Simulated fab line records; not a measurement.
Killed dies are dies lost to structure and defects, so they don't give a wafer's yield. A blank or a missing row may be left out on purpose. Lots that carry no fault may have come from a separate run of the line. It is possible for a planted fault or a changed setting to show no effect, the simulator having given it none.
The tool behind it: which one? || flow sky130 || 12 lots, 36 wafers sampled, at 3 steps of a route of 708

WHAT THE GAUGES READ, wafer by wafer
SKY_POLY_CUT_CD_MEAS_08 targets a cd of 270 nm.
{"lot": "L776", "measured": "day 24 08:39", "on": "cd sem-01", "cd nm (nm)": "269.0 268.6 270.3"}
{"lot": "L777", "measured": "day 24 08:06", "on": "cd sem-01", "cd nm (nm)": "270.1 270.2 269.8"}
{"lot": "L778", "measured": "day 24 22:05", "on": "cd sem-02", "cd nm (nm)": "267.4 266.8 269.2"}
{"lot": "L779", "measured": "day 25 05:15", "on": "cd sem-02", "cd nm (nm)": "268.8 269.0 269.8"}
{"lot": "L785", "measured": "day 27 11:31", "on": "cd sem-01", "cd nm (nm)": "266.9 267.9 268.5"}
{"lot": "L787", "measured": "day 28 05:06", "on": "cd sem-02", "cd nm (nm)": "271.7 271.4 271.3"}
{"lot": "L797", "measured": "day 31 16:09", "on": "cd sem-02", "cd nm (nm)": "269.0 270.4 271.4"}
{"lot": "L798", "measured": "day 31 22:46", "on": "cd sem-02", "cd nm (nm)": "269.4 268.6 269.3"}
{"lot": "L799", "measured": "day 32 09:41", "on": "cd sem-02", "cd nm (nm)": "271.2 273.1 272.3"}

WHAT TOOL EACH LOT RAN ON (gives the tool, then ch and the chambers of the sampled wafers, and finally the start)
{"lot": "L776", "SKY_SONOS_ONO_STRIP_17": "plasma asher-04 ch 0,1, day 12 20:03", "SKY_SPACER_ETCHBACK_02": "rie diel-04 ch 2,3, day 23 02:28"}
{"lot": "L777", "SKY_SONOS_ONO_STRIP_17": "plasma asher-01 ch 0,1, day 12 20:16", "SKY_SPACER_ETCHBACK_02": "rie diel-03 ch 0,2,3, day 23 01:16"}
{"lot": "L778", "SKY_SONOS_ONO_STRIP_17": "plasma asher-01 ch 0,1, day 13 06:32", "SKY_SPACER_ETCHBACK_02": "rie diel-03 ch 0,2, day 23 15:25"}
{"lot": "L779", "SKY_SONOS_ONO_STRIP_17": "plasma asher-04 ch 0,1, day 13 11:22", "SKY_SPACER_ETCHBACK_02": "rie diel-04 ch 1,2, day 23 23:11"}
{"lot": "L785", "SKY_SONOS_ONO_STRIP_17": "plasma asher-04 ch 0,1, day 15 12:25", "SKY_SPACER_ETCHBACK_02": "rie diel-01 ch 0,3, day 26 05:46"}
{"lot": "L787", "SKY_SONOS_ONO_STRIP_17": "plasma asher-01 ch 0,1, day 16 08:22", "SKY_SPACER_ETCHBACK_02": "rie diel-01 ch 1,2,3, day 27 00:14"}
{"lot": "L789", "SKY_SONOS_ONO_STRIP_17": "plasma asher-04 ch 0,1, day 16 18:42", "SKY_SPACER_ETCHBACK_02": "rie diel-04 ch 0,1,2, day 27 10:47"}
{"lot": "L788", "SKY_SONOS_ONO_STRIP_17": "plasma asher-01 ch 0,1, day 17 07:16", "SKY_SPACER_ETCHBACK_02": "rie diel-03 ch 0,1,3, day 28 00:25"}
{"lot": "L790", "SKY_SONOS_ONO_STRIP_17": "plasma asher-04 ch 0,1, day 17 13:11", "SKY_SPACER_ETCHBACK_02": "rie diel-03 ch 1,2,3, day 28 02:28"}
{"lot": "L797", "SKY_SONOS_ONO_STRIP_17": "plasma asher-04 ch 0, day 20 02:44", "SKY_SPACER_ETCHBACK_02": "rie diel-01 ch 0,2,3, day 30 12:40"}
{"lot": "L798", "SKY_SONOS_ONO_STRIP_17": "plasma asher-01 ch 0,1, day 20 07:29", "SKY_SPACER_ETCHBACK_02": "rie diel-03 ch 0,2,3, day 30 19:23"}
{"lot": "L799", "SKY_SONOS_ONO_STRIP_17": "plasma asher-01 ch 0,1, day 20 23:11", "SKY_SPACER_ETCHBACK_02": "rie diel-03 ch 2,3, day 31 06:17"}
- SKY_SONOS_ONO_STRIP_17: strips in O2/N2.
- SKY_SPACER_ETCHBACK_02: etches Si3N4 in CH3F/O2, stops on SiO2, time 46.7 s, target depth 45 nm.

WHAT THE TOOLS THEMSELVES READ (means of the sampled wafers that have a number; where no wafer has one, the mark that the record gives instead)
SKY_SONOS_ONO_STRIP_17.
{"lot": "L776", "tool": "plasma asher-04", "drypump motor current A (A)": 5.60, "oes product au (a.u.)": 0.706, "strip time to endpoint s (s)": 14.13}
{"lot": "L777", "tool": "plasma asher-01", "drypump motor current A (A)": 5.31, "oes product au (a.u.)": 0.706, "strip time to endpoint s (s)": 14.10}
{"lot": "L778", "tool": "plasma asher-01", "drypump motor current A (A)": 5.30, "oes product au (a.u.)": 0.710, "strip time to endpoint s (s)": 14.12}
{"lot": "L779", "tool": "plasma asher-04", "drypump motor current A (A)": 5.50, "oes product au (a.u.)": 0.710, "strip time to endpoint s (s)": 14.08}
{"lot": "L785", "tool": "plasma asher-04", "drypump motor current A (A)": 5.59, "oes product au (a.u.)": 0.707, "strip time to endpoint s (s)": 14.11}
{"lot": "L787", "tool": "plasma asher-01", "drypump motor current A (A)": 5.31, "oes product au (a.u.)": 0.712, "strip time to endpoint s (s)": 14.06}
{"lot": "L789", "tool": "plasma asher-04", "drypump motor current A (A)": 5.58, "oes product au (a.u.)": 0.709, "strip time to endpoint s (s)": 14.09}
{"lot": "L788", "tool": "plasma asher-01", "drypump motor current A (A)": 5.40, "oes product au (a.u.)": 0.712, "strip time to endpoint s (s)": 14.13}
{"lot": "L790", "tool": "plasma asher-04", "drypump motor current A (A)": 5.60, "oes product au (a.u.)": 0.715, "strip time to endpoint s (s)": 14.05}
{"lot": "L797", "tool": "plasma asher-04", "drypump motor current A (A)": 5.71, "oes product au (a.u.)": 0.709, "strip time to endpoint s (s)": 13.99}
{"lot": "L798", "tool": "plasma asher-01", "drypump motor current A (A)": 5.33, "oes product au (a.u.)": 0.708, "strip time to endpoint s (s)": 14.06}
{"lot": "L799", "tool": "plasma asher-01", "drypump motor current A (A)": 5.39, "oes product au (a.u.)": 0.709, "strip time to endpoint s (s)": 14.06}

SKY_SPACER_ETCHBACK_02.
{"lot": "L776", "tool": "rie diel-04", "O2_flow_sccm (sccm)": 30.09, "bias w (W)": 79.84, "drypump motor current A (A)": 5.3, "oes product au (a.u.)": 0.850, "rf fwd power W (W)": 394.8, "throttle valve pct (%)": 10.566}
{"lot": "L777", "tool": "rie diel-03", "O2_flow_sccm (sccm)": 29.92, "bias w (W)": 80.15, "drypump motor current A (A)": 5.2, "oes product au (a.u.)": 0.852, "rf fwd power W (W)": 395.7, "throttle valve pct (%)": 10.558}
{"lot": "L778", "tool": "rie diel-03", "O2_flow_sccm (sccm)": 30.03, "bias w (W)": 80.06, "drypump motor current A (A)": 5.1, "oes product au (a.u.)": 0.859, "rf fwd power W (W)": 396.4, "throttle valve pct (%)": 10.564}
{"lot": "L779", "tool": "rie diel-04", "O2_flow_sccm (sccm)": 29.96, "bias w (W)": 80.24, "drypump motor current A (A)": 5.7, "oes product au (a.u.)": 0.855, "rf fwd power W (W)": 394.6, "throttle valve pct (%)": 10.556}
{"lot": "L785", "tool": "rie diel-01", "O2_flow_sccm (sccm)": 29.98, "bias w (W)": 79.81, "drypump motor current A (A)": 5.7, "oes product au (a.u.)": 0.858, "rf fwd power W (W)": 396.7, "throttle valve pct (%)": 10.566}
{"lot": "L787", "tool": "rie diel-01", "O2_flow_sccm (sccm)": 29.94, "bias w (W)": 79.79, "drypump motor current A (A)": 6.2, "oes product au (a.u.)": 0.851, "rf fwd power W (W)": 396.7, "throttle valve pct (%)": 10.570}
{"lot": "L789", "tool": "rie diel-04", "O2_flow_sccm (sccm)": "-", "bias w (W)": "-", "drypump motor current A (A)": "-", "oes product au (a.u.)": "-", "rf fwd power W (W)": "-", "throttle valve pct (%)": "-"}
{"lot": "L788", "tool": "rie diel-03", "O2_flow_sccm (sccm)": "-", "bias w (W)": "-", "drypump motor current A (A)": "-", "oes product au (a.u.)": "-", "rf fwd power W (W)": "-", "throttle valve pct (%)": "-"}
{"lot": "L790", "tool": "rie diel-03", "O2_flow_sccm (sccm)": "-", "bias w (W)": "-", "drypump motor current A (A)": "-", "oes product au (a.u.)": "-", "rf fwd power W (W)": "-", "throttle valve pct (%)": "-"}
{"lot": "L797", "tool": "rie diel-01", "O2_flow_sccm (sccm)": 30.10, "bias w (W)": 80.01, "drypump motor current A (A)": 6.0, "oes product au (a.u.)": 0.856, "rf fwd power W (W)": 395.7, "throttle valve pct (%)": 10.555}
{"lot": "L798", "tool": "rie diel-03", "O2_flow_sccm (sccm)": 30.05, "bias w (W)": 80.03, "drypump motor current A (A)": 5.2, "oes product au (a.u.)": 0.845, "rf fwd power W (W)": 396.1, "throttle valve pct (%)": 10.566}
{"lot": "L799", "tool": "rie diel-03", "O2_flow_sccm (sccm)": 30.08, "bias w (W)": 79.80, "drypump motor current A (A)": 5.2, "oes product au (a.u.)": 0.849, "rf fwd power W (W)": 397.3, "throttle valve pct (%)": 10.568}

THE ANSWER, worked out from the rows above alone
Rule: the usual values come from the lots themselves. The widest of any qualifying gaps counts: lots, ordered by their means at a reading, are off when they make up no more than a third of the lots, leave a main group of 4 or more, and stand apart from it by 3 or more times the standard deviation of that group's means. A main group is skipped when, at the precision printed for the reading in the tables above, its means are all equal. Also off: a lot with no number at a reading for which 4 or more lots have one. Where the step has rows for the other lots, those lots are counted as sound. The gauges are gone through in route order, then the tools' own readings, and for those a lot's mean is taken as printed above. At the first step where some lot is off, the reading lying furthest off is the one used; lots without a number count as furthest.
Off: L789, L788, L790, at SKY_SPACER_ETCHBACK_02 (O2_flow_sccm). Without a number there: L789, L788, L790. The main group: mean 30.02 sccm, standard deviation 0.064.
If a tool, at that step or one of the process steps before it, ran each lot that is off and ran no sound lot following the first of them, it fits. None of those tried fits.

WHAT THE SIMULATOR PUT IN
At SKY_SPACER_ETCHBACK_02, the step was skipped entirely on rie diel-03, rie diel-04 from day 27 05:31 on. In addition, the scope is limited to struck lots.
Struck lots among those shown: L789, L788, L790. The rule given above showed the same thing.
